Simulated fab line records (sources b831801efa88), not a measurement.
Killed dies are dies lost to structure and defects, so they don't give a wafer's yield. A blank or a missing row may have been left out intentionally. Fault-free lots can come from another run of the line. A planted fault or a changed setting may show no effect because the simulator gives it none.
fab line records | flow sky130
record: lots: 5 wafers: 15 lastDay: 51
route steps=708 shown SONOS_TUNNEL@160 SONOS_ONO@168 GATE_OXIDE@187 PAD_OPEN@708
lots that met no fault: from a run of the same line without faults
startH: start of the lot's first displayed wafer, in hours after the record's first day | waitH: how many hours have passed since the lot's step before this one | " unchanged from the row above | L1.1+2: a single row standing in for several wafers | - value missing, or start not given | * or withheld: withheld | < > ~ a bound
route shown NAME@n: NAME is a module with steps in the file, n the number in the route of the first one | usual: mean/standard deviation taken from wafers without a fault | same: alike in all rows | chamber/n: place in a boat | sites: per-site readings | _std_site: their standard deviation | _edge_site: inner sites' mean taken away from outer sites' mean | radiusMm: how far each site lies from the wafer's centre | mask NAME#n: copy n | behind: the last tool/chamber to shape the wafer | hold: why the lot went on hold/how many hours it stayed there/how the hold came to an end | device: which transistor (n, p or np) failed to switch | end of line: tests run on the same wafers once the route is complete | step lacking rows: just its recipe | killed: dies that structure and defects cost at the first sort, which is not the same as the wafer's yield | map: shows each die of a wafer: x if killed, . if not, _ if none is there
set.NAME: the setting that was run; set.NAME@STEP: the one run at that earlier step | model.NAME: the simulator's own value behind a step, which no gauge read
lots at selected steps of the route; one table per step, one row per wafer
services: when a tool's chamber went out of use (startH, in hours from the record's first day, below 0 if earlier), for how many hours, and the reason
== steps ==
step: SKY_SONOS_TUNNEL_DEVELOP_06
recipe: resist: NOVOLAK developer: TMAH developTimeS: 60 devTempC: 23
step: SKY_SONOS_TUNNEL_CD_MEAS_07
recipe: targetCdNm: 410
usual: cdNm: 410.8/2.8
columns lot.wafer tool chamber startH waitH cdNm
L985.1 cdSem-01 - 259.57 0.1 411.3
L985.3 " - " " 410.9
L985.6 " - " " 413.3
L986.2 cdSem-02 - 264.52 0.1 407.5
L986.5 " - " " 407.0
L986.6 " - " " 408.9
L997.1 cdSem-02 - 349.72 0.1 411.8
L997.3 " - " " 412.4
L997.5 " - " " 413.7
L105.4 cdSem-02 - 415.96 0.1 410.4
L105.5 " - " " 411.5
L105.6 " - " " 410.0
L108.1 cdSem-02 - 432.57 0.1 411.3
L108.4 " - " " 411.1
L108.5 " - " " 411.5
step: SKY_SONOS_TUNNEL_OVL_MEAS_08
usual: SONOS_TUNNEL_OVL: 1.1/1.3
columns lot.wafer tool chamber startH waitH SONOS_TUNNEL_OVL[nm]
L985.1 overlay-02 - 259.69 0.1 0.1
L985.3 " - " " -1.1
L985.6 " - " " 0.0
L986.2 overlay-01 - 264.62 0.1 2.0
L986.5 " - " " 2.4
L986.6 " - " " 1.9
L997.1 overlay-01 - 349.84 0.1 -0.6
L997.3 " - " " 0.0
L997.5 " - " " -1.1
L105.4 overlay-02 - 416.04 0.1 -1.0
L105.5 " - " " -0.8
L105.6 " - " " 0.2
L108.1 overlay-01 - 432.69 0.1 1.5
L108.4 " - " " 2.8
L108.5 " - " " 1.7
step: SKY_SONOS_TUNNEL_IMPLANT_09
recipe: species: B energyKev: 20 doseCm2: 1e+12 tiltDeg: withheld
step: SKY_SONOS_TUNNEL_WET_ETCH_10
recipe: chemistry: dHF targetDepthNm: 14 target: SiO2 dilution: 100:1 tempC: 25 timeS: 280
step: SKY_SONOS_TUNNEL_STRIP_11
recipe: chemistry: SPM timeS: 600 tempC: 130
step: SKY_SONOS_TUNNEL_TW_MEAS_12
usual: SONOS_TUNNEL_TW: 197.4/1.9
columns lot.wafer tool chamber startH waitH SONOS_TUNNEL_TW
L985.1 filmMetro-02 - 260.14 0.0 198.9
L985.3 " - " " 198.9
L985.6 " - " " 199.0
L986.2 filmMetro-02 - 265.08 0.0 198.8
L986.5 " - " " 200.0
L986.6 " - " " 198.3
L997.1 filmMetro-04 - 350.29 0.0 198.4
L997.3 " - " " 197.4
L997.5 " - " " 198.7
L105.4 filmMetro-02 - 416.53 0.0 198.6
L105.5 " - " " 197.8
L105.6 " - " " 198.8
L108.1 filmMetro-04 - 433.13 0.0 198.8
L108.4 " - " " 200.3
L108.5 " - " " 199.3
step: SKY_SONOS_TUNNEL_CLEAN_13
recipe: chemistry: dHF timeS: 20 dilution: 100:1 dry: ipaMarangoni
step: SKY_SONOS_ONO_OXIDATION_00
recipe: tempC: 800 ambient: O2 idleTempC: 700 rampUpCPerMin: 10 rampDownCPerMin: 3 stabiliseS: 600 purgeS: 300 targetThkA: 26 oxTimeS: 1249
step: SKY_SONOS_ONO_THK_MEAS_01
recipe: reads: SiO2_of_SONOS_ONO_OXIDATION_00
usual: SONOS_ONO_OXIDATION_THK: 2.59/0.055
columns lot.wafer tool chamber startH waitH SONOS_ONO_OXIDATION_THK[nm]
L985.1 filmMetro-04 - 261.57 0.0 2.56
L985.3 " - " " 2.60
L985.6 " - " " 2.61
L986.2 filmMetro-02 - 267.40 0.0 2.68
L986.5 " - " " 2.59
L986.6 " - " " 2.62
L997.1 filmMetro-02 - 352.85 0.0 2.60
L997.3 " - " " 2.64
L997.5 " - " " 2.57
L105.4 filmMetro-02 - 419.26 0.0 2.67
L105.5 " - " " 2.58
L105.6 " - " " 2.64
L108.1 filmMetro-02 - 436.50 0.0 2.62
L108.4 " - " " 2.59
L108.5 " - " " 2.54
step: SKY_SONOS_ONO_CVD_02
recipe: material: Si3N4 precursor: DCS/NH3 targetThkNm: 10.5 tempC: 770 timeS: 180 pressureMtorr: 250
step: SKY_SONOS_ONO_THK_MEAS_03
recipe: reads: Si3N4_of_SONOS_ONO_CVD_02
usual: SONOS_ONO_CVD_02_THK: 10.62/0.16
columns lot.wafer tool chamber startH waitH SONOS_ONO_CVD_02_THK[nm]
L985.1 filmMetro-02 - 262.68 0.0 10.61
L985.3 " - " " 10.83
L985.6 " - " " 10.66
L986.2 filmMetro-02 - 269.66 0.0 10.77
L986.5 " - " " 10.74
L986.6 " - " " 10.66
L997.1 filmMetro-02 - 355.12 0.0 10.62
L997.3 " - " " 10.66
L997.5 " - " " 10.70
L105.4 filmMetro-04 - 421.10 0.0 10.27
L105.5 " - " " 10.41
L105.6 " - " " 10.45
L108.1 filmMetro-02 - 438.55 0.0 10.74
L108.4 " - " " 10.78
L108.5 " - " " 10.69
step: SKY_SONOS_ONO_CVD_04
recipe: material: SiO2 precursor: SiH4/N2O targetThkNm: 5.7199 tempC: 900 pressureMtorr: 400
usual: zonePowerTopPct: 32.8/0.41
columns lot.wafer tool chamber startH waitH zonePowerTopPct model.SiO2_of_SONOS_ONO_CVD_04.thkNm
L985.1 lpcvd-03 0 262.74 0.1 32.7 5.859
L985.3 " 0 " " 33.4 5.927
L985.6 " 0 " " 33.2 5.883
L986.2 lpcvd-03 1 269.71 0.0 32.5 5.987
L986.5 " 1 " " 32.5 5.898
L986.6 " 1 " " 32.4 5.906
L997.1 lpcvd-03 1 355.18 0.1 32.7 6.203
L997.3 " 1 " " 33.0 6.186
L997.5 " 1 " " 32.6 6.14
L105.4 lpcvd-03 1 421.13 0.0 32.5 5.842
L105.5 " 1 " " 33.2 5.777
L105.6 " 1 " " 32.5 5.812
L108.1 lpcvd-03 1 438.61 0.1 32.6 5.756
L108.4 " 1 " " 32.1 5.882
L108.5 " 1 " " 32.6 5.92
step: SKY_SONOS_ONO_THK_MEAS_05
recipe: reads: SiO2_of_SONOS_ONO_CVD_04
usual: SONOS_ONO_CVD_04_THK: 5.85/0.11
columns lot.wafer tool chamber startH waitH SONOS_ONO_CVD_04_THK[nm]
L985.1 filmMetro-04 - 264.61 0.0 5.86
L985.3 " - " " 5.98
L985.6 " - " " 5.93
L986.2 filmMetro-02 - 271.59 0.0 5.98
L986.5 " - " " 5.90
L986.6 " - " " 5.91
L997.1 filmMetro-03 - 356.43 0.0 6.21
L997.3 " - " " 6.11
L997.5 " - " " 6.13
L105.4 filmMetro-02 - 422.41 0.0 5.87
L105.5 " - " " 5.77
L105.6 " - " " 5.84
L108.1 filmMetro-02 - 439.86 0.0 5.74
L108.4 " - " " 5.88
L108.5 " - " " 5.93
step: SKY_SONOS_ONO_DEHYDRATE_06
recipe: tempC: 200 timeS: 60
step: SKY_SONOS_ONO_HMDS_07
recipe: primeTimeS: 60 primeTempC: 120
step: SKY_SONOS_ONO_COAT_08
recipe: resist: NOVOLAK spinRpm: 3000 resistThkNm: 1140
step: SKY_SONOS_ONO_SOFTBAKE_09
recipe: tempC: 90 timeS: 60 resist: NOVOLAK
step: SKY_SONOS_ONO_EXPOSE_10
recipe: maskId: ONOM targetCdNm: 410 na: 0.6 sourceShape: conventional sigmaOuter: 0.6 doseMj: 150
step: SKY_SONOS_ONO_PEB_11
recipe: tempC: withheld timeS: * resist: NOVOLAK
step: SKY_SONOS_ONO_DEVELOP_12
recipe: developTimeS: 60 devTempC: 23
step: SKY_SONOS_ONO_CD_MEAS_13
recipe: targetCdNm: 410
usual: cdNm: 408/3.1
columns lot.wafer tool chamber startH waitH cdNm
L985.1 cdSem-02 - 289.20 0.1 404
L985.3 " - " " 405
L985.6 " - " " 405
L986.2 cdSem-02 - 296.49 0.1 412
L986.5 " - " " 413
L986.6 " - " " 410
L997.1 cdSem-01 - 384.17 0.1 410
L997.3 " - " " 406
L997.5 " - " " 409
L105.4 cdSem-02 - 454.53 0.1 412
L105.5 " - " " 412
L105.6 " - " " 411
L108.1 cdSem-02 - 471.22 0.1 413
L108.4 " - " " 415
L108.5 " - " " 416
step: SKY_SONOS_ONO_OVL_MEAS_14
usual: SONOS_ONO_OVL: 0.0/1.2
columns lot.wafer tool chamber startH waitH SONOS_ONO_OVL[nm]
L985.1 overlay-01 - 289.32 0.1 -2.3
L985.3 " - " " -1.1
L985.6 " - " " -1.2
L986.2 overlay-02 - 296.59 0.1 -0.9
L986.5 " - " " 0.2
L986.6 " - " " 0.0
L997.1 overlay-02 - 384.29 0.1 -0.9
L997.3 " - " " -2.0
L997.5 " - " " -1.1
L105.4 overlay-02 - 454.60 0.1 0.6
L105.5 " - " " -0.6
L105.6 " - " " -1.0
L108.1 overlay-02 - 471.34 0.1 -0.6
L108.4 " - " " 0.0
L108.5 " - " " 0.8
step: SKY_SONOS_ONO_ETCH_15
recipe: targetDepthNm: 19.52 chemistry: CHF3/O2 sourceW: 600 biasW: 200 pressureMtorr: 40 chf3FlowSccm: 50 O2_flow_sccm: 5 timeS: 7.8
usual: chf3FlowSccm: 50.02/0.15 drypumpMotorCurrentA: 5.7/0.43 oesProductAu: 1.003/0.0077 throttleValvePct: 8.825/0.0091
columns lot.wafer tool chamber startH waitH chf3FlowSccm drypumpMotorCurrentA oesProductAu rfHoursCounterH throttleValvePct
L985.1 rieDiel-04 0 289.35 0.0 50.12 6.2 1.009 117 8.828
L985.3 " 1 " " 49.97 5.8 1.011 7 8.830
L985.6 " 0 " " 49.93 6.2 1.002 - 8.827
L986.2 rieDiel-04 0 296.62 0.0 50.02 6.2 1.001 117 8.837
L986.5 " 0 " " 49.94 6.2 0.995 - 8.817
L986.6 " 1 " " 50.27 5.9 0.993 - 8.817
L997.1 rieDiel-04 1 384.32 0.0 49.95 5.9 0.991 9 8.812
L997.3 " 3 " " 49.95 6.3 1.001 73 8.822
L997.5 " 3 " " 49.90 6.3 0.997 - 8.858
L105.4 rieDiel-04 0 454.63 0.0 50.17 6.2 1.012 - 8.831
L105.5 " 1 " " 50.04 5.8 1.014 - 8.815
L105.6 " 2 " " 49.90 4.9 1.005 - 8.826
L108.1 rieDiel-02 2 471.37 0.0 50.07 5.7 1.001 96 8.848
L108.4 " 2 " " 49.95 5.7 0.997 - 8.816
L108.5 " 3 " " 49.92 5.9 0.993 - 8.826
step: SKY_SONOS_ONO_WET_ETCH_16
recipe: chemistry: dHF targetDepthNm: 14 dry: n2Spin target: SiO2 dilution: 100:1 tempC: 25 timeS: 280
step: SKY_SONOS_ONO_STRIP_17
recipe: chemistry: O2/N2 powerW: 1400 pressureMtorr: 1500 platenTempC: withheld o2FlowSccm: 3000 n2FlowSccm: 300 overashFraction: 0.5
usual: drypumpMotorCurrentA: 5.6/0.34 oesProductAu: 0.711/0.005 stripTimeToEndpointS: 14.09/0.041
columns lot.wafer tool chamber startH waitH drypumpMotorCurrentA oesProductAu rfHoursCounterH stripTimeToEndpointS
L985.1 plasmaAsher-03 1 289.46 0.0 5.2 0.704 16 14.11
L985.3 " 0 " " 5.3 0.708 - 14.08
L985.6 " 1 " " 5.2 0.716 - 14.08
L986.2 plasmaAsher-01 1 296.73 0.0 5.7 0.714 63 14.11
L986.5 " 1 " " 5.8 0.707 - 14.09
L986.6 " 0 " " 5.2 0.715 - 14.05
L997.1 plasmaAsher-03 0 384.43 0.0 5.3 0.714 25 14.08
L997.3 " 0 " " 5.3 0.719 - 14.07
L997.5 " 0 " " 5.3 0.711 - 14.09
L105.4 plasmaAsher-02 1 454.77 0.0 6.1 0.711 - 14.08
L105.5 " 1 " " 6.1 0.705 - 14.07
L105.6 " 0 " " 5.7 0.703 - 14.09
L108.1 plasmaAsher-01 0 471.48 0.0 5.2 0.712 4 14.15
L108.4 " 0 " " 5.2 0.712 - 14.13
L108.5 " 0 " " 5.2 0.713 - 14.15
step: SKY_SONOS_ONO_WET_ETCH_18
recipe: chemistry: H3PO4 targetDepthNm: 15 target: Si3N4 tempC: 160 timeS: 172
step: SKY_GATE_OXIDE_CLEAN_00
recipe: chemistry: SC1/SC2 mix: 1:4:20 tempC: 70 timeS: 150 dry: n2Spin
step: SKY_GATE_OXIDE_OXIDATION_01
recipe: tempC: 900 ambient: O2 stabiliseS: 600 purgeS: 300 targetThkA: 102.68 oxTimeS: 1473
step: SKY_GATE_OXIDE_THK_MEAS_02
recipe: reads: SiO2_of_GATE_OXIDE_OXIDATION_01
usual: GATE_OXIDE_OXIDATION_00_THK: 10.19/0.21
columns lot.wafer tool chamber startH waitH GATE_OXIDE_OXIDATION_00_THK[nm]
L985.1 filmMetro-01 - 291.08 0.0 10.02
L985.3 " - " " 9.96
L985.6 " - " " 10.18
L986.2 filmMetro-03 - 299.84 0.0 10.45
L986.5 " - " " 10.44
L986.6 " - " " 10.42
L997.1 filmMetro-02 - 386.48 0.0 10.68
L997.3 " - " " 10.67
L997.5 " - " " 10.51
L105.4 filmMetro-02 - 458.11 0.0 10.25
L105.5 " - " " 10.16
L105.6 " - " " 10.33
L108.1 filmMetro-02 - 474.43 0.0 10.59
L108.4 " - " " 10.48
L108.5 " - " " 10.39
step: SKY_GATE_OXIDE_DEHYDRATE_03
recipe: tempC: 200 timeS: 60
step: SKY_GATE_OXIDE_HMDS_04
recipe: primeTimeS: 60 primeTempC: 120
step: SKY_GATE_OXIDE_COAT_05
recipe: resist: NOVOLAK spinRpm: 3000 resistThkNm: 1140
step: SKY_GATE_OXIDE_SOFTBAKE_06
recipe: tempC: 90 timeS: 60 resist: NOVOLAK
step: SKY_GATE_OXIDE_EXPOSE_07
recipe: maskId: LVOM na: 0.6 sourceShape: conventional sigmaOuter: 0.6 polarization: unpolarized targetCdNm: 600 doseMj: 170
step: SKY_GATE_OXIDE_PEB_08
recipe: tempC: withheld timeS: * resist: NOVOLAK
step: SKY_GATE_OXIDE_DEVELOP_09
recipe: resist: NOVOLAK developer: TMAH developTimeS: 60 devTempC: 23
step: SKY_GATE_OXIDE_OVL_MEAS_10
usual: GATE_OXIDE_OVL: 0.8/1.2
columns lot.wafer tool chamber startH waitH GATE_OXIDE_OVL[nm]
L985.1 overlay-01 - 316.67 0.1 2.0
L985.3 " - " " 2.9
L985.6 " - " " 3.1
L986.2 overlay-01 - 325.95 0.1 1.6
L986.5 " - " " 0.2
L986.6 " - " " 0.1
L997.1 overlay-02 - 416.20 0.1 1.3
L997.3 " - " " 1.8
L997.5 " - " " 1.7
L105.4 overlay-01 - 489.16 0.1 -1.0
L105.5 " - " " 0.5
L105.6 " - " " 1.3
L108.1 overlay-02 - 505.77 0.1 1.5
L108.4 " - " " -0.3
L108.5 " - " " 0.5
step: SKY_GATE_OXIDE_IMPLANT_11
recipe: species: B energyKev: 9.868 doseCm2: 2.6e+12 tiltDeg: withheld
step: SKY_GATE_OXIDE_WET_ETCH_12
recipe: chemistry: dHF targetDepthNm: 16.8 dry: n2Spin target: SiO2 dilution: 100:1 tempC: 25 timeS: 336
step: SKY_GATE_OXIDE_STRIP_13
recipe: chemistry: O2/N2 powerW: 1400 pressureMtorr: 1500 platenTempC: withheld o2FlowSccm: 3000 n2FlowSccm: 300 overashFraction: 0.5
usual: drypumpMotorCurrentA: 5.6/0.38 oesProductAu: 0.716/0.0046 stripTimeToEndpointS: 14.18/0.043
columns lot.wafer tool chamber startH waitH drypumpMotorCurrentA oesProductAu rfHoursCounterH stripTimeToEndpointS
L985.1 plasmaAsher-01 0 316.95 0.0 5.2 0.717 65 14.24
L985.3 " 0 " " 5.2 0.717 - 14.21
L985.6 " 0 " " 5.2 0.711 - 14.19
L986.2 plasmaAsher-04 1 326.36 0.0 6.2 0.713 61 14.17
L986.5 " 0 " " 5.6 0.713 - 14.16
L986.6 " 1 " " 6.3 0.716 - 14.15
L997.1 plasmaAsher-03 0 416.49 0.0 5.3 0.710 29 14.11
L997.3 " 0 " " 5.3 0.725 - 14.16
L997.5 " 0 " " 5.3 0.711 - 14.12
L105.4 plasmaAsher-01 0 489.47 0.0 5.2 0.712 - 14.17
L105.5 " 0 " " 5.2 0.710 - 14.17
L105.6 " 1 " " 5.7 0.711 - 14.16
L108.1 plasmaAsher-03 0 506.05 0.0 5.3 0.705 38 14.29
L108.4 " 0 " " 5.3 0.717 - 14.22
L108.5 " 1 " " 5.2 0.718 - 14.29
step: SKY_GATE_OXIDE_TW_MEAS_14
usual: GATE_OXIDE_TW: 223.5/2.4
columns lot.wafer tool chamber startH waitH GATE_OXIDE_TW
L985.1 filmMetro-03 - 317.05 0.1 224.0
L985.3 " - " " 225.9
L985.6 " - " " 224.4
L986.2 filmMetro-03 - 326.47 0.1 224.9
L986.5 " - " " 225.1
L986.6 " - " " 224.0
L997.1 filmMetro-01 - 416.59 0.1 219.5
L997.3 " - " " 219.9
L997.5 " - " " 221.3
L105.4 filmMetro-02 - 489.56 0.1 225.2
L105.5 " - " " 225.0
L105.6 " - " " 225.4
L108.1 filmMetro-03 - 506.15 0.1 221.1
L108.4 " - " " 222.3
L108.5 " - " " 222.5
step: SKY_GATE_OXIDE_CLEAN_15
recipe: chemistry: SC1/SC2 mix: 1:4:20 tempC: 70 timeS: 150 dry: n2Spin
columns lot.wafer tool chamber startH waitH model.SiO2_of_SONOS_ONO_CVD_04.thkNm
L985.1 wetBench-02 1 317.11 0.1 4.326
L985.3 " 1 " " 4.395
L985.6 " 1 " " 4.351
L986.2 wetBench-03 3 326.52 0.0 4.464
L986.5 " 3 " " 4.369
L986.6 " 3 " " 4.381
L997.1 wetBench-02 0 416.65 0.1 4.667
L997.3 " 0 " " 4.65
L997.5 " 0 " " 4.605
L105.4 wetBench-02 3 489.59 0.0 4.313
L105.5 " 3 " " 4.245
L105.6 " 3 " " 4.285
L108.1 wetBench-04 0 506.21 0.1 4.256
L108.4 " 0 " " 4.375
L108.5 " 0 " " 4.418
step: SKY_PAD_OPEN_PROBE_99
usual: killed_at_M0_to_M3: 43/7.3 killed_at_M4_up: 3.4/2.1 killedAtContacts: 24/5.9 killedAtFrontEnd: 14/4 killedAtOther: 0.3/0.54 killedDies: 85/10 killedOpen: 46/7.7 killedShort: 38/6
same: grossDies: 492 killedAtBackSide: 0
columns lot.wafer tool chamber startH waitH killed_at_M0_to_M3 killed_at_M4_up killedAtContacts killedAtFrontEnd killedAtOther killedDies killedOpen killedShort model.etest.capOno.gateLog10ACm2 model.etest.capOno.toxAccNm model.etest.sonosProgrammed.vtV model.etest.sonosErased.vtV model.etest.sonosBaked.vtV
L985.1 prober-02 - 1100.16 0.1 39 4 26 14 0 83 38 45 -8.214 13.07 1.381 -2.21 0.8774
L985.3 prober-02 - 1100.26 0.2 39 13 23 17 0 92 54 38 -8.26 13.22 1.322 -2.157 0.8601
L985.6 prober-02 - 1100.41 0.2 38 2 24 18 0 82 47 35 -8.315 13.17 1.304 -2.152 0.8882
L986.2 prober-02 - 1107.62 0.1 36 7 28 16 2 89 46 42 -8.596 13.35 1.225 -2.046 0.7873
L986.5 prober-02 - 1107.77 0.2 36 4 18 19 1 78 46 31 -8.291 13.2 1.31 -2.192 0.883
L986.6 prober-02 - 1107.82 0.2 41 2 25 12 1 81 46 35 -8.393 13.19 1.32 -2.143 0.8229
L997.1 prober-02 - 1164.47 0.1 49 6 24 14 0 93 53 40 -8.618 13.44 1.155 -1.998 0.7781
L997.3 prober-02 - 1164.57 0.2 31 5 36 17 0 89 55 34 -8.628 13.46 1.152 -2.008 0.7324
L997.5 prober-02 - 1164.67 0.2 36 1 21 16 0 74 43 31 -8.528 13.37 1.2 -2.055 0.7869
L105.4 prober-02 - 1206.19 0.2 37 1 25 17 0 80 43 37 -7.927 12.9 1.449 -2.291 0.9718
L105.5 prober-02 - 1206.24 0.2 37 3 23 12 0 75 34 41 -7.946 12.93 1.456 -2.291 0.9241
L105.6 prober-02 - 1206.29 0.2 53 2 27 16 0 98 52 44 -8.038 12.97 1.465 -2.216 0.9209
L108.1 prober-02 - 1214.84 0.1 53 3 14 9 0 79 46 32 -8.21 13.14 1.324 -2.185 0.8968
L108.4 prober-02 - 1214.99 0.2 42 5 16 17 0 80 38 41 -8.29 13.21 1.335 -2.155 0.8676
L108.5 prober-02 - 1215.04 0.2 36 5 27 20 0 88 45 39 -8.401 13.24 1.299 -2.168 0.8181
killed by level:class
L985.1 CONTACT:geometricParticle:open=9 METAL2:geometricParticle:short=8 LI_CONTACT:geometricParticle:open=6 METAL3:geometricParticle:short=6 LOCAL_INTERCONNECT:geometricParticle:short=5 CONTACT:geometricParticle:short=5 VIA2:geometricParticle:open=5 VIA2:geometricParticle:short=4
L985.3 VIA1:geometricParticle:open=11 LI_CONTACT:geometricParticle:open=10 VIA2:geometricParticle:open=9 METAL4:geometricParticle:short=8 FIELD_ISO:geometricParticle:short=6 CONTACT:geometricParticle:short=6 CONTACT:geometricParticle:open=6 METAL1:geometricParticle:short=5
L985.6 LI_CONTACT:geometricParticle:open=11 CONTACT:geometricParticle:open=7 VIA1:geometricParticle:open=7 METAL2:geometricParticle:short=7 VIA2:geometricParticle:short=6 VIA3:geometricParticle:open=5 FIELD_ISO:geometricParticle:open=4 FIELD_ISO:geometricParticle:short=4
L986.2 CONTACT:geometricParticle:open=15 VIA2:geometricParticle:open=9 METAL2:geometricParticle:short=6 METAL4:geometricParticle:short=6 LOCAL_INTERCONNECT:geometricParticle:short=5 FIELD_ISO:geometricParticle:short=4 SPACER:geometricParticle:open=4 METAL1:geometricParticle:short=4
L986.5 LI_CONTACT:geometricParticle:open=10 VIA1:geometricParticle:open=9 VIA3:geometricParticle:open=6 METAL1:geometricParticle:short=5 FIELD_ISO:geometricParticle:short=4 VIA1:geometricParticle:short=4 SPACER:geometricParticle:open=4 METAL4:geometricParticle:short=4
L986.6 LI_CONTACT:geometricParticle:open=9 CONTACT:geometricParticle:open=8 VIA2:geometricParticle:open=8 VIA1:geometricParticle:open=7 VIA3:geometricParticle:open=6 CONTACT:geometricParticle:short=5 METAL3:geometricParticle:short=5 METAL1:geometricParticle:short=4
L997.1 LI_CONTACT:geometricParticle:open=10 VIA1:geometricParticle:open=9 VIA2:geometricParticle:open=8 CONTACT:geometricParticle:open=7 VIA3:geometricParticle:open=7 FIELD_ISO:geometricParticle:short=6 METAL1:geometricParticle:short=5 VIA1:geometricParticle:short=5
L997.3 LI_CONTACT:geometricParticle:open=13 CONTACT:geometricParticle:open=12 VIA1:geometricParticle:open=6 METAL2:geometricParticle:short=6 FIELD_ISO:geometricParticle:open=5 CONTACT:geometricParticle:short=5 VIA3:geometricParticle:open=5 POLY_GATE:geometricParticle:open=4
L997.5 VIA1:geometricParticle:open=13 LI_CONTACT:geometricParticle:open=7 FIELD_ISO:geometricParticle:open=5 CONTACT:geometricParticle:open=5 METAL1:geometricParticle:short=5 METAL2:geometricParticle:short=5 LOCAL_INTERCONNECT:geometricParticle:short=4 POLY_GATE:geometricParticle:open=3
L105.4 VIA2:geometricParticle:open=8 POLY_GATE:geometricParticle:open=6 LI_CONTACT:geometricParticle:open=6 VIA2:geometricParticle:short=6 VIA3:geometricParticle:open=6 LOCAL_INTERCONNECT:geometricParticle:short=5 CONTACT:geometricParticle:open=5 FIELD_ISO:geometricParticle:open=4
L105.5 VIA1:geometricParticle:open=8 FIELD_ISO:geometricParticle:short=6 VIA1:geometricParticle:short=6 LI_CONTACT:geometricParticle:open=6 CONTACT:geometricParticle:short=6 VIA2:geometricParticle:open=6 LI_CONTACT:geometricParticle:short=4 METAL2:geometricParticle:short=4
L105.6 VIA1:geometricParticle:open=11 LI_CONTACT:geometricParticle:open=10 VIA2:geometricParticle:open=9 VIA3:geometricParticle:open=8 CONTACT:geometricParticle:open=6 VIA1:geometricParticle:short=6 POLY_GATE:geometricParticle:short=5 METAL1:geometricParticle:short=5
L108.1 VIA1:geometricParticle:open=14 VIA2:geometricParticle:open=9 VIA3:geometricParticle:open=7 METAL1:geometricParticle:short=6 VIA2:geometricParticle:short=5 LI_CONTACT:geometricParticle:open=3 CONTACT:geometricParticle:open=3 METAL1:geometricParticle:open=3
L108.4 VIA1:geometricParticle:open=9 VIA1:geometricParticle:short=7 VIA2:geometricParticle:open=6 METAL3:geometricParticle:short=5 LI_CONTACT:geometricParticle:open=5 CONTACT:geometricParticle:open=5 METAL1:geometricParticle:short=5 METAL2:geometricParticle:short=5
L108.5 LI_CONTACT:geometricParticle:open=8 CONTACT:geometricParticle:open=7 VIA2:geometricParticle:open=7 FIELD_ISO:geometricParticle:open=6 CONTACT:geometricParticle:short=6 VIA1:geometricParticle:open=6 LOCAL_INTERCONNECT:geometricParticle:short=5 METAL2:geometricParticle:short=5
== services ==
columns tool chamber startH hours kind
plasmaAsher-01 - 239.63 2.8 pm
lpcvd-03 - 252.13 1.4 repair
rieDiel-04 1 252.21 5.7 repair
plasmaAsher-03 - 293.40 2.7 repair
plasmaAsher-02 - 304.74 2.6 repair
plasmaAsher-02 - 316.02 5.2 pm
plasmaAsher-01 - 331.24 0.4 repair
plasmaAsher-02 - 333.80 3.8 repair
rieDiel-04 - 334.69 2.8 pm
plasmaAsher-03 - 340.07 2.8 repair
plasmaAsher-01 - 354.31 7.2 repair
rieDiel-04 0 359.39 - clean
rieDiel-04 0 359.39 27.4 scheduledDown
rieDiel-04 0 359.39 27.4 ventCycle
rieDiel-02 2 367.13 4.6 repair
rieDiel-04 1 396.26 3.8 repair
rieDiel-02 0 413.62 27.2 repair
plasmaAsher-01 - 421.25 9.0 pm
wetBench-04 - 435.86 1.9 pm
rieDiel-04 3 438.51 34.4 repair
plasmaAsher-01 - 460.18 0.7 repair
rieDiel-02 0 467.01 11.8 repair
rieDiel-02 - 475.06 0.1 repair
rieDiel-02 - 477.81 0.2 repair
== key ==
firstSign: step: SKY_SONOS_ONO_THK_MEAS_05 reading: SONOS_ONO_CVD_04_THK direction: up sigmas: 2.8 usual: 5.85 struck: 6.15
effect none on later readings
modelEffect: step: SKY_SONOS_ONO_CVD_04 value: SiO2_of_SONOS_ONO_CVD_04.thkNm without: 5.863 struck: 6.176
modelEffect: step: SKY_GATE_OXIDE_CLEAN_15 value: SiO2_of_SONOS_ONO_CVD_04.thkNm without: 4.327 struck: 4.641
modelEffect: step: SKY_PAD_OPEN_PROBE_99 value: etest.capOno.gateLog10ACm2 without: -8.187 struck: -8.592
metAt SKY_SONOS_ONO_CVD_04
struckWafers L997.1,L997.3,L997.5
testerLeftOut L997
onsetBetween 269.71 355.18
fault: kind: processParameterDrift tool: lpcvd-03 chamber: 1 onsetH: 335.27 steps: SKY_SONOS_ONO_CVD_04 channel: targetThkNm offset: 0.30485 shape: step endH: 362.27 stated: 5.7199
testerLeftOut: of these lots the tester's yield and bins aren't shown, on N5 and GAA mostly nor the transistor test; their killed dies are dies lost to structure and defects alone, not to doping, threshold or leakage, so they don't give the yield
